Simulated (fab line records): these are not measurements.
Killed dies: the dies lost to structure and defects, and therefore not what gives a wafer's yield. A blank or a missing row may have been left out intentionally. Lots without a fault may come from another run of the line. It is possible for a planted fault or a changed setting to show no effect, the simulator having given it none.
A struck lot beside a sound one | flow gf180mcu | 15 out of 602 route steps
Sound: the wafers L230.2, L230.3, L230.6. Wafers L234.1, L234.2, L234.4 were the ones struck. The cause comes at the end.
For every step that has rows: the tool of each side, followed by ch and its chambers, followed by its first start. Under that, the readings that differ: sound wafers | struck wafers | difference of the means | sigmas: that difference in standard deviations of wafers without a fault.
alike: readings with means less than 2 such deviations apart, plus words and numbers identical on both sides. not compared: withheld readings, readings lacking a value on some wafer, bounds such as >300 that could conceal the same value, and numbers that have no deviation in the record and whose values overlap.
A row with sigmas, a row that says differs or no value, or rows on one side alone: a step with any of these is where the two part. Non-overlapping numbers with no deviation appear without sigmas and do not part them. Lack of a reading on every wafer of one side parts them only where that side has two or more wafers.

first, 6 steps without rows for these wafers: GF_M4_HMDS_08 (prime time 60 s); GF_M4_COAT_09 (resist thk 1000 nm); GF_M4_SOFTBAKE_10 (time 60 s); GF_M4_EXPOSE_11 (exposes mask Metal4, target cd 280 nm); GF_M4_PEB_12 (peb time 90 s); GF_M4_DEVELOP_13 (develop time 60 s).
GF_M4_CD_MEAS_14: target cd 280 nm.
  sound on cd-sem-02, day 24 03:53; struck on cd-sem-02, day 25 16:43
  alike: cd-nm
GF_M4_OVL_MEAS_15:
  sound on overlay-02, day 24 04:00; struck on overlay-01, day 25 16:50
  alike: M4_OVL
GF_M4_METAL_ETCH_16: etches the open film in Cl2/BCl3, stops on SiO2, target depth 750.8 nm, time 125.1 s.
  sound on rie-metal-02 ch 0, day 24 04:02; struck on rie-metal-02 ch 0,1, day 25 16:53
  alike: bcl3-flow-sccm, drypump-motor-current-A, oes-product-au, throttle-valve-pct
  not compared: rf-hours-counter-h
GF_M4_STRIP_17: strips in O2/N2.
  sound on plasma-asher-02 ch 0, day 24 04:10; struck on plasma-asher-01 ch 0,1, day 25 17:01
  reading            | sound       | struck      | difference | sigmas
  heater-power-w (W) | 407 400 411 | 328 320 326 | -81        | -2
  alike: drypump-motor-current-A, oes-product-au, strip-time-to-endpoint-s
  not compared: rf-hours-counter-h
then, 2 steps without rows for these wafers: GF_M4_STRIP_18 (strips in post etch residue remover, time 1200 s); GF_M4_CLEAN_19 (cleans in DIW).
GF_V4_CVD_00: deposits SiO2, target thk 600 nm, time 100 s.
  sound on hdpcvd-02 ch 0,1,2, day 24 04:42; struck on hdpcvd-01 ch 0,2, day 25 17:53
GF_V4_THK_MEAS_01:
  sound on film-metro-01, day 24 04:47; struck on film-metro-02, day 25 18:20
  reading            | sound       | struck         | difference | sigmas
  V4_CVD_00_THK (nm) | 612 602 598 | 1200 1197 1191 | +592       | +86
GF_PASSIVATION_PROBE_99:
  the record holds rows for the sound wafers here (prober-01, day 29 16:19) but none for the struck ones

## WHERE THEY PART
Last at GF_PASSIVATION_PROBE_99 as far as this record goes, first at GF_M4_STRIP_17.

WHY: whatever the simulator had introduced
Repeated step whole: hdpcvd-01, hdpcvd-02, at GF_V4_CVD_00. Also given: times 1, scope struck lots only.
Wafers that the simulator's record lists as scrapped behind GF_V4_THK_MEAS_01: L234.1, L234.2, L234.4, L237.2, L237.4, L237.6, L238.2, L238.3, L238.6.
